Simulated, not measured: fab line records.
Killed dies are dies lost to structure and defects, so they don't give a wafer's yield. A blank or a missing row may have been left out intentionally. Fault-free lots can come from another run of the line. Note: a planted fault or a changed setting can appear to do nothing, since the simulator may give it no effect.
One fault through the eyes of 2 desks / flow sky130 / only its own numbers are on each desk; what lay behind them is given at the end

DESK OF THE TOOL OWNER: ilineStepper-01
The tool's own readings at SKY_SONOS_ONO_EXPOSE_10 (exposes mask ONOM, target cd 410 nm): means of the sampled wafers that have a number, for each lot that ran on this tool. The brackets show how far a lot's mean lies from the usual mean; more than 4 standard deviations puts the lot out of limits, marked OUT.
Columns: A = exposureDoseMJCm2 at SKY_SONOS_ONO_EXPOSE_10, usual 149.91; B = focusOffsetNm at SKY_SONOS_ONO_EXPOSE_10, usual 0.1 nm
lot=L153; first seen here=day 12 07:41; A=149.86; B=0.5
lot=L154; first seen here=day 12 16:56; A=150.04; B=0.3
lot=L156; first seen here=day 13 04:43; A=149.92; B=-0.1
lot=L159; first seen here=day 14 21:26; A=149.84; B=-0.4
lot=L161; first seen here=day 15 22:26; A=149.94; B=-0.1
lot=L164; first seen here=day 16 10:04; A=149.99; B=0.3
lot=L169; first seen here=day 18 08:52; A=149.76; B=0.3
This desk's finding: nothing out of limits on any of the 7 lots.

METROLOGY DESK
What the gauges read, lot by lot, whatever tool the lot ran on: means of the sampled wafers that have a number. The brackets show how far a lot's mean lies from the usual mean; more than 4 standard deviations puts the lot out of limits, marked OUT.
Columns: A = cdNm at SKY_VT_ADJUST_HVTR_CD_MEAS_07, usual 380.6 nm; B = VT_ADJUST_HVTR_OVL at SKY_VT_ADJUST_HVTR_OVL_MEAS_08, usual -1.4 nm; C = VT_ADJUST_PCH_OVL at SKY_VT_ADJUST_PCH_OVL_MEAS_07, usual 1.0 nm
lot=L153; first seen here=day 9 15:09; A=379.3; B=-0.7; C=1.9
lot=L154; first seen here=day 10 02:31; A=381.6; B=-2.5; C=0.8
lot=L155; first seen here=day 10 08:27; A=375.9; B=-1.9; C=-0.0
lot=L156; first seen here=day 10 11:39; A=378.8; B=0.4; C=1.9
lot=L157; first seen here=day 10 16:10; A=381.9; B=-1.3; C=1.3
lot=L158; first seen here=day 11 04:45; A=379.8; B=-1.0; C=2.2
lot=L159; first seen here=day 12 00:29; A=377.3; B=-0.0; C=-0.1
lot=L161; first seen here=day 12 18:31; A=383.2; B=-1.6; C=0.4
lot=L162; first seen here=day 13 07:35; A=383.7; B=-3.1; C=3.9
lot=L164; first seen here=day 13 08:49; A=379.1; B=-1.5; C=0.2
lot=L166; first seen here=day 14 01:56; A=379.5; B=-1.5; C=-0.4
lot=L165; first seen here=day 14 06:01; A=379.2; B=-2.0; C=1.2
lot=L168; first seen here=day 14 20:10; A=384.7; B=-2.9; C=1.6
lot=L169; first seen here=day 15 03:50; A=380.0; B=-2.0; C=2.5
This desk's finding: nothing out of limits on any of the 14 lots.

BROUGHT TOGETHER
Nothing out of limits was seen by the tool owner's desk.
At the metrology desk, nothing out of limits was observed.

WHAT THE SIMULATOR HAD PUT IN
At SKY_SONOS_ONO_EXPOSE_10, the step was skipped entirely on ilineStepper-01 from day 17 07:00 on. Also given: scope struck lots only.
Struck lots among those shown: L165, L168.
